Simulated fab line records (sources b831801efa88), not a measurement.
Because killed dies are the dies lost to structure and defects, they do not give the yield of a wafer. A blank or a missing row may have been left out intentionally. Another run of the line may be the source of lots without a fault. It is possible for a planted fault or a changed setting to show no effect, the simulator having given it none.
8D (eight disciplines) problem report, filled in by code || flow gf180mcu || the parts of the form that need people (team, actions taken, sign-off) are left out

== 1. PROBLEM STATEMENT ==
Mean of wafer_temp_C_max at GF_SALICIDE_RTA_06: 489.6 across 6 wafers in 2 lots; on wafers with no fault it is 532.7 (standard deviation 0.6). That is -72 standard deviations from the usual mean.
The step: time 30 s.
Earliest sighting: wafer L898.3 on rtp_anneal-01 at day 22 12:11. The record has a number at this step for 42 wafers belonging to 14 lots. Rule for "out" (also "out of limits"): further than 4 standard deviations from the usual mean. The rest of the wafers with a number are treated as sound.

== 2. WHAT IT IS AND WHAT IT IS NOT ==
{"question": "which readings at this step", "is": "wafer_temp_C_max", "is not": "-"}
{"question": "which lots", "is": "L898, L902", "is not": "L882, L883, L884, L885, L887, L889, L890, L891, L892, L893, L894, L904"}
{"question": "which wafers of those lots", "is": "all that have a number", "is not": "-"}
{"question": "read on which tools", "is": "rtp_anneal-01", "is not": "rtp_anneal-02"}
{"question": "when", "is": "from day 22 12:11", "is not": "up to then (33 sound wafers); but 3 sound wafers of L904 came after"}

== 3. SUSPECTS, AND WHAT RULES EACH OUT ==
Counting: a tool at a process step up to the reading stays a suspect if it ran every lot that is out and no sound lot after the first of them.
- rtp_anneal-01 at GF_SALICIDE_RTA_06 (time 30 s): kept. All lots that are out passed through it, beginning with L898 at day 22 12:11, and no sound lot followed; its final sound lot before that point was L891 at day 20 05:04. On those wafers its own readings are out: wafer_temp_C_max.
After counting, what remains is rtp_anneal-01 at GF_SALICIDE_RTA_06.

== 4. THE CAUSE (what the simulator had put in) ==
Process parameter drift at GF_SALICIDE_RTA_06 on rtp_anneal-01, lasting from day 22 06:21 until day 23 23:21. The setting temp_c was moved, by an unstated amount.
This tool alone remained once counting was done.

== 5. THE CHAIN OF EFFECTS, in route order ==
Rows list readings where the struck wafers' mean (over those with a number) sits beyond 3 standard deviations from the usual. Scope: only readings with a usual standard deviation given in the record; hours: median across lots of the time from each lot's start at the first step in this table that gives one to its start at this step; sigmas: change in usual standard deviations.
{"hours": 0, "step": "GF_SALICIDE_RTA_06", "reading": "wafer_temp_C_max", "usual": 532.7, "on struck wafers": 489.6, "change": -43.1, "sigmas": -72}
The process steps in it:
- GF_SALICIDE_RTA_06: time 30 s.

== 6. HOW IT WOULD HAVE BEEN CAUGHT EARLIER ==
6 hours passed between the start of the fault at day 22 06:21 and the first reading out of limits in this record, taken at day 22 12:11.
